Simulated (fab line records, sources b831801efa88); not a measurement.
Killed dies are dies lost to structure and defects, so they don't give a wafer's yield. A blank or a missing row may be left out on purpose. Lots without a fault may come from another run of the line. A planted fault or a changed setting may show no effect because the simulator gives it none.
fab line records | flow sky130
record lots=13 wafers=39 last_day=50
route steps=708 shown POLY_GATE@228 LDD_N@244 LDD_P@264 PAD_OPEN@708
lots that met no fault: from a run of the same line without faults
start_h: hours from the record's first day to the start of the lot's first wafer shown | wait_h: hours since the lot's step before | " the same as in the row above | L1.1+2: a row that stands for several wafers | - no value, or no start given | * or withheld: withheld | < > ~ a bound
route shown NAME@n: a module of which the file shows steps, and the number in the route of the first | usual: mean/standard deviation of fault-free wafers | same: alike in all rows | chamber/n: place in a boat | sites: the reading at each site | _std_site: their standard deviation | _edge_site: outer sites' mean less inner sites' | radius_mm: how far each site lies from the wafer's centre | mask NAME#n: copy n | behind: the tool/chamber that last shaped the wafer | hold: why the lot was held/for how many hours/how that ended | device: the transistor (n, p or np) that didn't switch | end of line: the same wafers' tests at the end of the route | a step without rows: its recipe alone | killed: dies lost to structure and defects at the first sort, not the wafer's yield | map: a wafer's dies, x killed, . not, _ none there
set.NAME: the setting as run; set.NAME@STEP: as run at that earlier step | model.NAME: the simulator's own value behind a step, which no gauge read
steps of the route over a sample of lots; a table a step, a row a wafer
services: from which hour (start_h, from the record's first day; less than 0 if before it) a tool's chamber was out of use, for how many hours, and why
## steps
# step SKY_POLY_GATE_OVL_MEAS_14
# usual POLY_GATE_OVL=-1/5.1
# columns lot.wafer tool chamber start_h wait_h POLY_GATE_OVL[nm]
L459.1 overlay-01 - 376.73 0.1 -13
L459.4 " - " " -2
L459.6 " - " " -5
L461.1 overlay-02 - 396.37 0.1 -1
L461.4 " - " " -5
L461.5 " - " " 3
L462.4 overlay-02 - 412.37 0.1 12
L462.5 " - " " 2
L462.6 " - " " 0
L463.2 overlay-02 - 423.83 0.1 10
L463.4 " - " " 3
L463.6 " - " " 1
L464.1 overlay-02 - 433.42 0.1 -2
L464.5 " - " " 0
L464.6 " - " " 7
L466.1 overlay-01 - 443.37 0.1 2
L466.3 " - " " -1
L466.5 " - " " -1
L467.4 overlay-01 - 453.44 0.1 -5
L467.5 " - " " -4
L467.6 " - " " -5
L468.1 overlay-02 - 469.43 0.1 1
L468.3 " - " " 2
L468.4 " - " " -1
L469.2 overlay-01 - 473.03 0.1 -8
L469.3 " - " " -12
L469.6 " - " " -6
L470.1 overlay-01 - 478.73 0.1 1
L470.4 " - " " 1
L470.6 " - " " 5
L475.2 overlay-02 - 519.63 0.1 2
L475.3 " - " " -2
L475.6 " - " " -3
L477.1 overlay-02 - 539.13 0.1 -1
L477.3 " - " " -6
L477.5 " - " " -4
L481.4 overlay-01 - 569.49 0.1 -3
L481.5 " - " " -10
L481.6 " - " " -1
# step SKY_POLY_GATE_THK_MEAS_21
# recipe reads=SiO2_of_POLY_GATE_OXIDATION_20
# usual POLY_GATE_OXIDATION_THK=3.99/0.1
# columns lot.wafer tool chamber start_h wait_h POLY_GATE_OXIDATION_THK[nm]
L459.1 film_metro-03 - 379.70 0.0 3.95
L459.4 " - " " 4.06
L459.6 " - " " 4.07
L461.1 film_metro-04 - 399.16 0.0 4.07
L461.4 " - " " 4.16
L461.5 " - " " 4.03
L462.4 film_metro-03 - 414.39 0.0 3.84
L462.5 " - " " 3.90
L462.6 " - " " 3.96
L463.2 film_metro-03 - 425.52 0.0 3.98
L463.4 " - " " 4.00
L463.6 " - " " 3.96
L464.1 film_metro-03 - 435.10 0.0 4.08
L464.5 " - " " 4.07
L464.6 " - " " 4.06
L466.1 film_metro-03 - 446.41 0.0 3.72
L466.3 " - " " 3.76
L466.5 " - " " 3.84
L467.4 film_metro-03 - 456.02 0.0 3.83
L467.5 " - " " 3.81
L467.6 " - " " 3.85
L468.1 film_metro-01 - 472.11 0.0 4.04
L468.3 " - " " 4.14
L468.4 " - " " 4.06
L469.2 film_metro-03 - 474.71 0.0 4.14
L469.3 " - " " 4.09
L469.6 " - " " 4.10
L470.1 film_metro-03 - 480.40 0.0 3.95
L470.4 " - " " 3.98
L470.6 " - " " 3.93
L475.2 film_metro-03 - 521.31 0.0 3.95
L475.3 " - " " 3.89
L475.6 " - " " 3.97
L477.1 film_metro-03 - 541.24 0.0 3.84
L477.3 " - " " 3.82
L477.5 " - " " 3.84
L481.4 film_metro-01 - 572.22 0.0 4.05
L481.5 " - " " 4.11
L481.6 " - " " 4.09
# step SKY_LDD_N_OVL_MEAS_07
# usual LDD_N_OVL=0.5/1.7
# columns lot.wafer tool chamber start_h wait_h LDD_N_OVL[nm]
L459.1 overlay-01 - 409.28 0.1 1.9
L459.4 " - " " 2.0
L459.6 " - " " 1.5
L461.1 overlay-01 - 429.51 0.1 0.0
L461.4 " - " " 0.3
L461.5 " - " " 2.0
L462.4 overlay-01 - 445.98 0.1 -3.1
L462.5 " - " " -2.1
L462.6 " - " " -0.6
L463.2 overlay-01 - 457.39 0.1 -0.5
L463.4 " - " " -2.0
L463.6 " - " " -2.3
L464.1 overlay-02 - 466.61 0.1 0.2
L464.5 " - " " 1.2
L464.6 " - " " 0.8
L466.1 overlay-02 - 478.01 0.1 4.1
L466.3 " - " " 3.6
L466.5 " - " " 3.6
L467.4 overlay-01 - 487.88 0.1 -2.5
L467.5 " - " " -2.7
L467.6 " - " " -4.8
L468.1 overlay-01 - 504.01 0.1 1.0
L468.3 " - " " -0.7
L468.4 " - " " -0.9
L469.2 overlay-02 - 506.84 0.1 1.9
L469.3 " - " " 2.7
L469.6 " - " " 1.9
L470.1 overlay-01 - 512.01 0.1 1.2
L470.4 " - " " 1.4
L470.6 " - " " 0.2
L475.2 overlay-02 - 551.41 0.1 0.2
L475.3 " - " " 2.9
L475.6 " - " " 0.2
L477.1 overlay-01 - 571.16 0.1 4.0
L477.3 " - " " 3.4
L477.5 " - " " 2.3
L481.4 overlay-01 - 601.87 0.1 0.5
L481.5 " - " " -2.2
L481.6 " - " " -1.6
# step SKY_LDD_P_IMPLANT_09
# recipe species=BF2 energy_kev=25 dose_cm2=1e+13 tilt_deg=withheld
# usual beam_on_s=10.03/0.21 faraday_current_uA=56.2/1.1
# columns lot.wafer tool chamber start_h wait_h beam_on_s faraday_current_uA
L459.1 implanter-01 0 441.81 0.0 10.15 55.8
L459.4 " 0 " " 9.94 57.1
L459.6 " 0 " " 9.75 57.6
L461.1 implanter-03 0 462.16 0.0 10.23 55.2
L461.4 " 0 " " 10.24 55.3
L461.5 " 0 " " 10.00 56.3
L462.4 implanter-01 0 479.16 0.1 10.11 55.6
L462.5 " 0 " " 10.19 55.4
L462.6 " 0 " " 10.18 55.7
L463.2 implanter-04 0 490.98 0.0 9.68 58.4
L463.4 " 0 " " 9.88 56.8
L463.6 " 0 " " 9.75 57.4
L464.1 implanter-03 0 499.81 0.0 9.63 58.4
L464.5 " 0 " " 10.00 56.5
L464.6 " 0 " " 10.21 55.4
L466.1 implanter-04 0 511.99 0.0 9.88 56.8
L466.3 " 0 " " 10.21 54.9
L466.5 " 0 " " 10.15 55.5
L467.4 implanter-04 0 521.18 0.1 9.84 57.3
L467.5 " 0 " " 9.88 56.8
L467.6 " 0 " " 9.89 56.8
L468.1 implanter-04 0 537.06 0.0 9.97 56.5
L468.3 " 0 " " 10.22 55.2
L468.4 " 0 " " 10.36 54.1
L469.2 implanter-01 0 539.96 0.0 10.02 56.3
L469.3 " 0 " " 9.92 56.7
L469.6 " 0 " " 10.14 55.7
L470.1 implanter-03 0 544.79 0.0 10.23 54.9
L470.4 " 0 " " 10.00 56.1
L470.6 " 0 " " 10.58 53.1
L475.2 implanter-03 0 582.83 0.0 7.81 72.2
L475.3 " 0 " " 7.67 73.3
L475.6 " 0 " " 7.62 74.0
L477.1 implanter-03 0 602.21 0.0 7.85 71.5
L477.3 " 0 " " 7.58 74.1
L477.5 " 0 " " 7.83 72.1
L481.4 implanter-01 0 632.56 0.1 9.55 58.8
L481.5 " 0 " " 9.82 57.6
L481.6 " 0 " " 9.80 57.8
# step SKY_LDD_P_TW_MEAS_11
# usual LDD_P_TW=635/4.6
# columns lot.wafer tool chamber start_h wait_h LDD_P_TW
L459.1 film_metro-01 - 442.06 0.1 632
L459.4 " - " " 633
L459.6 " - " " 632
L461.1 film_metro-01 - 462.41 0.1 629
L461.4 " - " " 629
L461.5 " - " " 627
L462.4 film_metro-03 - 479.37 0.1 644
L462.5 " - " " 644
L462.6 " - " " 642
L463.2 film_metro-02 - 491.22 0.1 633
L463.4 " - " " 631
L463.6 " - " " 635
L464.1 film_metro-03 - 500.06 0.1 644
L464.5 " - " " 640
L464.6 " - " " 639
L466.1 film_metro-03 - 512.24 0.1 639
L466.3 " - " " 635
L466.5 " - " " 637
L467.4 film_metro-01 - 521.39 0.1 630
L467.5 " - " " 626
L467.6 " - " " 626
L468.1 film_metro-03 - 537.37 0.1 636
L468.3 " - " " 638
L468.4 " - " " 640
L469.2 film_metro-03 - 540.20 0.1 635
L469.3 " - " " 639
L469.6 " - " " 638
L470.1 film_metro-02 - 545.04 0.1 631
L470.4 " - " " 629
L470.6 " - " " 633
L475.2 film_metro-03 - 583.07 0.1 584
L475.3 " - " " 583
L475.6 " - " " 584
L477.1 film_metro-01 - 602.46 0.1 582
L477.3 " - " " 585
L477.5 " - " " 582
L481.4 film_metro-01 - 632.77 0.1 634
L481.5 " - " " 633
L481.6 " - " " 636
# step SKY_PAD_OPEN_PROBE_99
# usual killed_at_M0_to_M3=43/7.9 killed_at_M4_up=2.9/1.8 killed_at_contacts=24/5.5 killed_at_front_end=15/4.2 killed_at_other=0.2/0.46 killed_dies=86/11 killed_on_rim=17/4.1 killed_open=47/8.1 killed_short=39/6.4
# same gross_dies=492 killed_at_back_side=0
# columns lot.wafer tool chamber start_h wait_h killed_at_M0_to_M3 killed_at_M4_up killed_at_contacts killed_at_front_end killed_at_other killed_dies killed_on_rim killed_open killed_short
L459.1 prober-02 - 1089.00 0.1 35 6 39 14 0 94 19 42 52
L459.4 prober-02 - 1089.15 0.2 28 4 19 15 0 66 12 37 29
L459.6 prober-02 - 1089.25 0.2 66 0 22 23 1 112 30 78 34
L461.1 prober-02 - 1100.20 0.1 48 3 27 19 1 98 17 57 41
L461.4 prober-02 - 1100.35 0.2 45 3 19 11 0 78 8 42 36
L461.5 prober-02 - 1100.40 0.2 50 4 22 18 0 94 24 52 42
L462.4 prober-01 - 1111.31 0.2 47 1 19 16 1 84 11 47 37
L462.5 prober-01 - 1111.36 0.2 34 2 28 22 0 86 16 49 37
L462.6 prober-01 - 1111.41 0.2 35 4 37 12 1 89 16 47 42
L463.2 prober-02 - 1118.31 0.1 39 0 24 11 0 74 11 40 34
L463.4 prober-02 - 1118.41 0.2 43 0 26 20 1 90 17 49 41
L463.6 prober-02 - 1118.51 0.2 47 1 30 24 0 102 20 69 33
L466.1 prober-01 - 1131.55 0.1 41 4 18 16 0 79 12 41 38
L466.3 prober-01 - 1131.65 0.2 50 1 27 18 0 96 19 47 49
L466.5 prober-01 - 1131.75 0.2 32 1 24 15 0 72 15 40 32
L467.4 prober-02 - 1135.56 0.2 49 2 16 13 1 81 25 40 41
L467.5 prober-02 - 1135.61 0.2 33 3 23 9 0 68 16 39 29
L467.6 prober-02 - 1135.66 0.2 60 2 28 13 0 103 27 54 49
L468.1 prober-01 - 1149.33 0.1 44 2 26 14 0 86 19 51 35
L468.3 prober-01 - 1149.43 0.2 37 0 28 12 0 77 16 40 37
L468.4 prober-01 - 1149.48 0.2 34 0 20 12 0 66 13 28 38
L475.2 prober-02 - 1177.13 0.1 37 4 27 19 0 87 10 46 41
L475.3 prober-02 - 1177.18 0.2 39 3 27 18 0 87 20 47 40
L475.6 prober-02 - 1177.33 0.2 50 4 19 14 0 87 14 44 43
L477.1 prober-02 - 1185.08 0.1 54 2 25 19 0 100 17 46 54
L477.3 prober-02 - 1185.18 0.2 34 6 23 23 0 86 24 37 49
L477.5 prober-02 - 1185.28 0.2 43 1 21 14 0 79 18 44 35
# killed by level:class
L459.1 CONTACT:geometric_particle:open=13 LI_CONTACT:geometric_particle:open=9 CONTACT:geometric_particle:short=8 METAL2:geometric_particle:short=7 VIA1:geometric_particle:open=7 LOCAL_INTERCONNECT:geometric_particle:short=6 VIA1:geometric_particle:short=6 METAL4:geometric_particle:short=5
L459.4 VIA1:geometric_particle:open=7 CONTACT:geometric_particle:open=6 FIELD_ISO:geometric_particle:short=5 POLY_GATE:geometric_particle:open=5 LI_CONTACT:geometric_particle:open=5 VIA2:geometric_particle:open=5 VIA2:geometric_particle:short=3 LOCAL_INTERCONNECT:geometric_particle:short=3
L459.6 VIA1:geometric_particle:open=21 VIA2:geometric_particle:open=15 LI_CONTACT:geometric_particle:open=9 CONTACT:geometric_particle:open=7 VIA1:geometric_particle:short=6 METAL2:geometric_particle:short=6 FIELD_ISO:geometric_particle:open=5 METAL1:geometric_particle:short=5
L461.1 VIA2:geometric_particle:open=14 VIA1:geometric_particle:open=12 CONTACT:geometric_particle:open=9 LI_CONTACT:geometric_particle:open=8 FIELD_ISO:geometric_particle:short=7 VIA1:geometric_particle:short=5 VIA3:geometric_particle:open=4 LI_CONTACT:geometric_particle:short=4
L461.4 VIA1:geometric_particle:open=18 CONTACT:geometric_particle:short=7 CONTACT:geometric_particle:open=7 METAL3:geometric_particle:short=7 METAL2:geometric_particle:short=6 METAL1:geometric_particle:short=4 VIA2:geometric_particle:open=4 FIELD_ISO:geometric_particle:open=3
L461.5 VIA2:geometric_particle:open=13 VIA1:geometric_particle:open=8 FIELD_ISO:geometric_particle:short=7 CONTACT:geometric_particle:open=7 VIA1:geometric_particle:short=6 FIELD_ISO:geometric_particle:open=5 CONTACT:geometric_particle:short=5 METAL1:geometric_particle:short=5
L462.4 VIA1:geometric_particle:open=13 CONTACT:geometric_particle:open=8 METAL2:geometric_particle:short=7 FIELD_ISO:geometric_particle:short=6 VIA2:geometric_particle:open=6 VIA1:geometric_particle:short=5 POLY_GATE:geometric_particle:open=4 LI_CONTACT:geometric_particle:open=4
L462.5 LI_CONTACT:geometric_particle:open=9 CONTACT:geometric_particle:open=9 FIELD_ISO:geometric_particle:open=7 VIA3:geometric_particle:open=6 METAL1:geometric_particle:short=6 METAL2:geometric_particle:short=6 FIELD_ISO:geometric_particle:short=5 POLY_GATE:geometric_particle:open=5
L462.6 CONTACT:geometric_particle:open=11 LI_CONTACT:geometric_particle:open=10 VIA1:geometric_particle:open=10 VIA1:geometric_particle:short=9 CONTACT:geometric_particle:short=8 LOCAL_INTERCONNECT:geometric_particle:short=5 FIELD_ISO:geometric_particle:open=4 VIA2:geometric_particle:open=4
L463.2 VIA1:geometric_particle:open=8 LI_CONTACT:geometric_particle:open=7 CONTACT:geometric_particle:open=6 VIA3:geometric_particle:open=6 LOCAL_INTERCONNECT:geometric_particle:short=5 METAL1:geometric_particle:short=5 VIA1:geometric_particle:short=4 METAL2:geometric_particle:short=4
L463.4 VIA1:geometric_particle:open=10 CONTACT:geometric_particle:open=8 LI_CONTACT:geometric_particle:open=8 METAL2:geometric_particle:short=8 POLY_GATE:geometric_particle:open=6 FIELD_ISO:geometric_particle:open=5 VIA1:geometric_particle:short=5 CONTACT:geometric_particle:short=5
L463.6 CONTACT:geometric_particle:open=15 VIA1:geometric_particle:open=12 POLY_GATE:geometric_particle:open=11 VIA1:geometric_particle:short=6 LI_CONTACT:geometric_particle:open=6 VIA2:geometric_particle:open=6 VIA3:geometric_particle:open=5 FIELD_ISO:geometric_particle:open=4
L466.1 VIA1:geometric_particle:open=10 CONTACT:geometric_particle:open=7 METAL2:geometric_particle:short=5 VIA2:geometric_particle:open=5 LI_CONTACT:geometric_particle:open=5 METAL1:geometric_particle:short=5 VIA1:geometric_particle:short=5 FIELD_ISO:geometric_particle:open=4
L466.3 CONTACT:geometric_particle:open=12 VIA3:geometric_particle:short=9 METAL2:geometric_particle:short=8 LI_CONTACT:geometric_particle:open=7 VIA3:geometric_particle:open=7 VIA2:geometric_particle:open=6 POLY_GATE:geometric_particle:short=5 VIA1:geometric_particle:open=5
L466.5 CONTACT:geometric_particle:open=11 METAL2:geometric_particle:short=9 LI_CONTACT:geometric_particle:open=6 VIA2:geometric_particle:open=4 VIA1:geometric_particle:open=4 VIA3:geometric_particle:open=4 FIELD_ISO:geometric_particle:short=3 FIELD_ISO:geometric_particle:open=3
L467.4 METAL1:geometric_particle:short=10 VIA1:geometric_particle:open=7 VIA3:geometric_particle:open=7 LI_CONTACT:geometric_particle:open=6 FIELD_ISO:geometric_particle:short=5 VIA1:geometric_particle:short=5 VIA2:geometric_particle:open=5 CONTACT:geometric_particle:open=4
L467.5 METAL1:geometric_particle:short=8 CONTACT:geometric_particle:open=8 LI_CONTACT:geometric_particle:open=6 VIA1:geometric_particle:open=6 METAL2:geometric_particle:short=4 VIA1:geometric_particle:short=4 VIA2:geometric_particle:open=4 FIELD_ISO:geometric_particle:open=3
L467.6 METAL1:geometric_particle:short=13 CONTACT:geometric_particle:open=12 VIA1:geometric_particle:open=11 METAL2:geometric_particle:short=8 VIA2:geometric_particle:open=7 VIA3:geometric_particle:open=7 LI_CONTACT:geometric_particle:open=5 CONTACT:geometric_particle:short=5
L468.1 CONTACT:geometric_particle:open=9 VIA1:geometric_particle:open=8 METAL2:geometric_particle:short=8 VIA1:geometric_particle:short=7 VIA3:geometric_particle:open=7 LI_CONTACT:geometric_particle:open=6 VIA2:geometric_particle:open=5 FIELD_ISO:geometric_particle:short=4
L468.3 LI_CONTACT:geometric_particle:open=8 VIA3:geometric_particle:open=8 CONTACT:geometric_particle:open=7 POLY_GATE:geometric_particle:short=6 CONTACT:geometric_particle:short=6 VIA1:geometric_particle:open=6 METAL2:geometric_particle:short=5 LI_CONTACT:geometric_particle:short=4
L468.4 CONTACT:geometric_particle:open=9 METAL2:geometric_particle:short=9 VIA3:geometric_particle:open=6 FIELD_ISO:geometric_particle:short=5 VIA1:geometric_particle:open=5 LOCAL_INTERCONNECT:geometric_particle:short=4 CONTACT:geometric_particle:short=4 METAL1:geometric_particle:short=4
L475.2 CONTACT:geometric_particle:open=11 VIA1:geometric_particle:open=9 VIA1:geometric_particle:short=8 POLY_GATE:geometric_particle:open=5 LI_CONTACT:geometric_particle:open=5 CONTACT:geometric_particle:short=5 METAL2:geometric_particle:short=5 VIA2:geometric_particle:open=5
L475.3 VIA1:geometric_particle:open=9 CONTACT:geometric_particle:open=9 VIA2:geometric_particle:open=7 LOCAL_INTERCONNECT:geometric_particle:short=7 VIA3:geometric_particle:open=6 LI_CONTACT:geometric_particle:open=5 VIA1:geometric_particle:short=5 POLY_GATE:geometric_particle:short=4
L475.6 VIA1:geometric_particle:open=13 METAL1:geometric_particle:short=8 VIA1:geometric_particle:short=8 LI_CONTACT:geometric_particle:open=6 CONTACT:geometric_particle:open=6 FIELD_ISO:geometric_particle:open=5 CONTACT:geometric_particle:short=5 FIELD_ISO:geometric_particle:short=4
L477.1 VIA1:geometric_particle:open=15 LOCAL_INTERCONNECT:geometric_particle:short=7 CONTACT:geometric_particle:open=7 METAL3:geometric_particle:short=7 FIELD_ISO:geometric_particle:open=6 VIA1:geometric_particle:short=6 CONTACT:geometric_particle:short=5 METAL2:geometric_particle:short=5
L477.3 POLY_GATE:geometric_particle:short=8 VIA1:geometric_particle:open=8 METAL2:geometric_particle:short=8 FIELD_ISO:geometric_particle:short=7 LI_CONTACT:geometric_particle:open=7 CONTACT:geometric_particle:open=7 VIA1:geometric_particle:short=4 METAL1:geometric_particle:short=4
L477.5 CONTACT:geometric_particle:open=9 METAL3:geometric_particle:short=7 METAL2:geometric_particle:short=7 FIELD_ISO:geometric_particle:open=6 VIA1:geometric_particle:short=6 VIA1:geometric_particle:open=6 VIA3:geometric_particle:open=6 LI_CONTACT:geometric_particle:open=4
## services
# columns tool chamber start_h hours kind
implanter-01 - 487.35 2.6 repair
implanter-01 - 522.79 3.4 pm
implanter-03 - 533.91 4.6 repair
implanter-03 - 536.70 4.6 repair
implanter-01 - 551.24 1.9 repair
implanter-03 - 569.14 1.8 repair
implanter-04 - 577.14 1.7 repair
implanter-03 - 597.62 4.5 pm
implanter-03 - 607.04 3.0 repair
implanter-03 - 609.48 1.4 repair
implanter-03 - 612.19 5.4 pm
## key
first_sign step=SKY_LDD_P_IMPLANT_09 reading=faraday_current_uA direction=up sigmas=15 usual=56.2 struck=72.9
effect step=SKY_LDD_P_IMPLANT_09 reading=beam_on_s direction=down sigmas=11 usual=10.03 struck=7.73
effect step=SKY_LDD_P_TW_MEAS_11 reading=LDD_P_TW direction=down sigmas=11 usual=635 struck=583
met_at SKY_LDD_P_IMPLANT_09
struck_lots L475,L477
tester_left_out L475,L477
not_acting_at SKY_POLY_GATE_OVL_MEAS_14,SKY_POLY_GATE_THK_MEAS_21,SKY_LDD_N_OVL_MEAS_07
onset_between 544.79 582.83
fault kind=process_parameter_drift tool=implanter-03 chamber=- onset_h=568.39 steps=SKY_LDD_P_IMPLANT_09 channel=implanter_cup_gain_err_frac offset=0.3 shape=step end_h=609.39
# tester_left_out: of these lots the tester's yield and bins aren't shown, on N5 and GAA mostly nor the transistor test; their killed dies are dies lost to structure and defects alone, not to doping, threshold or leakage, so they don't give the yield
